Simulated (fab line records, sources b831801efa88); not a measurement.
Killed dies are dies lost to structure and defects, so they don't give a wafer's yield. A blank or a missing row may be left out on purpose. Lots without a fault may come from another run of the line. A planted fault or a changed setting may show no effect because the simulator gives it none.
Which tool did it? | flow gf180mcu | 7 lots, 21 wafers sampled, at 2 steps of a route of 602

WHAT THE GAUGES READ, wafer by wafer
GF_VT_IMPLANT_RS_MEAS_49: measures by four-point-probe.
lot  | measured     | on            | MVPSD_RS (ohm/sq)
L298 | day 8 07:13  | film_metro-02 | 1168 1174 1172
L300 | day 8 18:08  | film_metro-02 | 1170 1171 1168
L303 | day 9 08:55  | film_metro-04 | 1171 1167 1168
L305 | day 9 18:56  | film_metro-01 | 1173 1173 1170
L309 | day 10 20:03 | film_metro-01 | 1166 1169 1165
L311 | day 11 09:36 | film_metro-02 | - - -
L315 | day 12 12:16 | film_metro-04 | - - -

WHICH TOOL RAN EACH LOT (tool, then ch and the chambers of the sampled wafers, then the start)
lot  | GF_MVPSD_IMPLANT_09
L298 | implanter-03 ch 0, day 5 18:40
L300 | implanter-03 ch 0, day 6 11:08
L303 | implanter-02 ch 0, day 7 03:38
L305 | implanter-01 ch 0, day 7 13:40
L309 | implanter-02 ch 0, day 8 07:59
L311 | implanter-01 ch 0, day 8 15:11
L315 | implanter-01 ch 0, day 9 09:16
- GF_MVPSD_IMPLANT_09

THE ANSWER, worked out from the rows above alone
Rule: what is usual is taken from the lots themselves. Put in order of their means at a reading, lots are off if they are a third of the lots or fewer, leave a main group of 4 or more, and stand apart from it by a gap of 3 or more times the standard deviation of the main group's means; of several such gaps the widest counts. A main group whose means are all the same, to the digits that the tables above print for the reading, isn't used. A lot without any number at a reading at which 4 lots or more have one is off too. The other lots that the step has rows for count as sound.
Off: L311, L315, at GF_VT_IMPLANT_RS_MEAS_49 (MVPSD_RS). Without a number there: L311, L315. The main group: mean 1170 ohm/sq, standard deviation 1.9.
A tool fits if, at a process step before that reading, it ran every lot that is off, and no sound lot after the first of them. The gauges at GF_VT_IMPLANT_RS_MEAS_49 are tried like those tools. One fits: implanter-01 at GF_MVPSD_IMPLANT_09. Its last sound lot is L305 (day 7 13:40), its first lot that is off L311 (day 8 15:11): a fault that began between those two fits.

WHAT THE SIMULATOR HAD PUT IN
Process parameter drift: implanter-01, from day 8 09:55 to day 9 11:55, at GF_MVPSD_IMPLANT_09. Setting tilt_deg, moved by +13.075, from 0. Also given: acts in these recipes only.
Lots struck among those shown: L311, L315. The rule above found the same.
